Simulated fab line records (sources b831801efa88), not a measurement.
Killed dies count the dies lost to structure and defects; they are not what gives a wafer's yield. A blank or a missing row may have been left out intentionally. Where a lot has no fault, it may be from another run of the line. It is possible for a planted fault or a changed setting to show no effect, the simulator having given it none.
Problem report, 8D (eight disciplines) form, completed by code    flow gf180mcu    the parts of the form that need people (team, actions taken, sign-off) are left out

== 1. WHAT WENT WRONG ==
Wafers without a fault read 82.3 s, standard deviation 0.31; run-length-s at GF_MIM_METAL_ETCH_19 reads a mean of 91.4 s on 3 wafers belonging to 2 lots. That puts it +29 standard deviations away from the usual mean.
The step: etches the open film in Cl2/BCl3, stops on Si3N4, target depth 324.5 nm, time 54.1 s.
First observed at day 29 03:41: wafer L806.2, on rie-metal-01. Wafers with a number at this step in the record: 35, from 12 lots. Rule for "out" (also "out of limits"): further than 4 standard deviations from the usual mean. All remaining wafers that have a number are taken as sound.

== 2. WHAT THIS IS AND IS NOT ==
question                     is                                                is not
which readings at this step  run-length-s, oes-product-au, throttle-valve-pct  drypump-motor-current-A, he-backside-leak-sccm
which lots                   L806, L808                                        L796, L797, L798, L799, L800, L801, L802, L813, L815, L819
which wafers of those lots   L806.2, L806.3, L808.3                            L806.4, L808.4
read on which tools          rie-metal-01                                      rie-metal-02, rie-metal-03
when                         from day 29 03:41                                 up to then (22 sound wafers); but 10 sound wafers of L808, L813, L815, L819 came after

== 3. THE SUSPECTS, EACH WITH WHAT RULES IT OUT ==
Counting: if a tool at a process step up to the reading ran every lot that is out, it stays a suspect. Sound lots after the first of them don't rule it out here, since some wafers of a struck lot are sound.
- rie-metal-01 at GF_MIM_METAL_ETCH_19 (etches the open film in Cl2/BCl3, stops on Si3N4, target depth 324.5 nm, time 54.1 s): kept. Ran every lot that is out, first one L806 (day 29 03:41); last sound lot up to then L801 (day 27 08:59). Its own readings are out on those wafers: oes-product-au, run-length-s, throttle-valve-pct.
- The sound lot-mates ran in chamber 0 of rie-metal-01 at GF_MIM_METAL_ETCH_19, but the wafers that are out ran in chamber 1.
Remaining after the count: rie-metal-01 at GF_MIM_METAL_ETCH_19.

== 4. THE CAUSE (what the simulator had put in) ==
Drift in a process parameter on rie-metal-01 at GF_MIM_METAL_ETCH_19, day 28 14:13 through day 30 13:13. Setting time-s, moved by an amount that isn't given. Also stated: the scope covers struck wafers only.
Only this tool survived the counting.

== 5. THE CHAIN OF EFFECTS, in route order ==
Rows list readings where the struck wafers' mean (over those with a number) sits beyond 3 standard deviations from the usual. Readings are gone through only where the record gives a usual standard deviation; hours: the median, over the lots, of the time from a lot's start at the first step in this table giving one to that lot's start at this step; sigmas: the change measured in usual standard deviations.
hours  step                  reading                   usual       on struck wafers  change  sigmas
0      GF_MIM_METAL_ETCH_19  oes-product-au            0.940 a.u.  0.859             -0.081  -15
0      GF_MIM_METAL_ETCH_19  run-length-s              82.3 s      91.4              +9.1    +29
0      GF_MIM_METAL_ETCH_19  throttle-valve-pct        28.283 %    28.372            +0.089  +8.9
0      GF_MIM_STRIP_20       strip-time-to-endpoint-s  11.25 s     11.00             -0.25   -7.3
The process steps in it:
- GF_MIM_METAL_ETCH_19: etches the open film in Cl2/BCl3, stops on Si3N4, target depth 324.5 nm, time 54.1 s.
- GF_MIM_STRIP_20: strips in O2/N2.

== 6. HOW IT WOULD HAVE BEEN CAUGHT EARLIER ==
13 hours passed between the start of the fault at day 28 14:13 and the first reading out of limits in this record, taken at day 29 03:41.
